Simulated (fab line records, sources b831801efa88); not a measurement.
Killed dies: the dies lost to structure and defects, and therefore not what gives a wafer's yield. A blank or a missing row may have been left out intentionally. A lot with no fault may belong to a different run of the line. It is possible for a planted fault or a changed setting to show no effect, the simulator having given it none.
One fault seen from 2 desks | flow sky130 | each desk holds nothing but its own numbers, with what lay behind them at the end

== THE METROLOGY DESK ==
Means of the sampled wafers that have a number, per lot and without regard to the tool the lot ran on: this is what the gauges read. Any lot whose mean is over 4 standard deviations away from the usual mean is out of limits and marked OUT; that distance is given in the brackets.
Columns: A = FIELD_ISO_OXIDATION_01_THK at SKY_FIELD_ISO_THK_MEAS_23, usual 10.04 nm; B = SONOS_TUNNEL_OVL at SKY_SONOS_TUNNEL_OVL_MEAS_08, usual 0.6 nm; C = SONOS_TUNNEL_TW at SKY_SONOS_TUNNEL_TW_MEAS_12, usual 197.9
lot  | first seen here | A     | B    | C
L832 | day 2 05:16     | 10.12 | 1.6  | 199.3
L833 | day 2 15:41     | 10.30 | 0.8  | 197.4
L835 | day 3 00:14     | 10.09 | -0.2 | 196.4
L836 | day 3 03:32     | 9.66  | 0.8  | 196.5
L839 | day 3 18:47     | 10.17 | 0.5  | 199.0
L845 | day 5 04:07     | 10.04 | -0.0 | 198.1
L848 | day 5 19:07     | 10.00 | 0.5  | 198.5
L849 | day 6 00:43     | 9.91  | 3.0  | 198.1
L850 | day 6 03:24     | 9.98  | 1.4  | 197.8
L851 | day 6 09:10     | 9.91  | 0.1  | 198.2
L852 | day 6 17:20     | 10.06 | 1.3  | 198.9
L853 | day 7 01:42     | 10.32 | -0.6 | 195.8
L854 | day 7 07:08     | 9.99  | -1.4 | 199.5
L855 | day 7 07:08     | 10.20 | -1.6 | 195.7
This desk's finding: nothing out of limits on any of the 14 lots.

== FOR THE TOOL OWNER'S DESK: litho_track-03 ==
At SKY_VT_ADJUST_HVTP_SOFTBAKE_03 (time 60 s), the tool's own readings, given per lot that ran on this tool as the mean of the sampled wafers with a number. Any lot whose mean is over 4 standard deviations away from the usual mean is out of limits and marked OUT; that distance is given in the brackets.
Columns: A = heater_power_total_W at SKY_VT_ADJUST_HVTP_SOFTBAKE_03, usual 56.60 W; B = plate_temp_C at SKY_VT_ADJUST_HVTP_SOFTBAKE_03, usual 90.01 C
lot  | first seen here | A               | B
L832 | day 5 11:08     | 56.62           | 90.02
L836 | day 6 17:16     | 56.61           | 90.00
L848 | day 9 19:35     | 55.16 (-30) OUT | 88.50 (-13) OUT
L849 | day 10 01:02    | 55.18 (-30) OUT | 88.27 (-15) OUT
L850 | day 10 02:50    | 55.11 (-31) OUT | 88.32 (-14) OUT
This desk's verdict: out of limits on L848, L849, L850, starting with L848 at day 9 19:35 (heater_power_total_W at SKY_VT_ADJUST_HVTP_SOFTBAKE_03). L832, L836: within limits.

== TAKEN TOGETHER ==
An alarm could have come from the tool owner's desk at day 9 19:35, on L848, L849, L850.
Metrology desk: nothing out of limits seen.
The metrology desk has L848, L849, L850 on record, within its limits.
All the named lots went through SKY_VT_ADJUST_HVTP_SOFTBAKE_03 on litho_track-03.

== WHAT WAS PUT IN BY THE SIMULATOR ==
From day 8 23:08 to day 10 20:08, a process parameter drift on litho_track-03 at SKY_VT_ADJUST_HVTP_SOFTBAKE_03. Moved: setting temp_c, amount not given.
Shown lots that were struck: L848, L849, L850.
How many hours passed from the start of the fault until each desk's first out-of-limits reading: the tool owner's desk, 20.
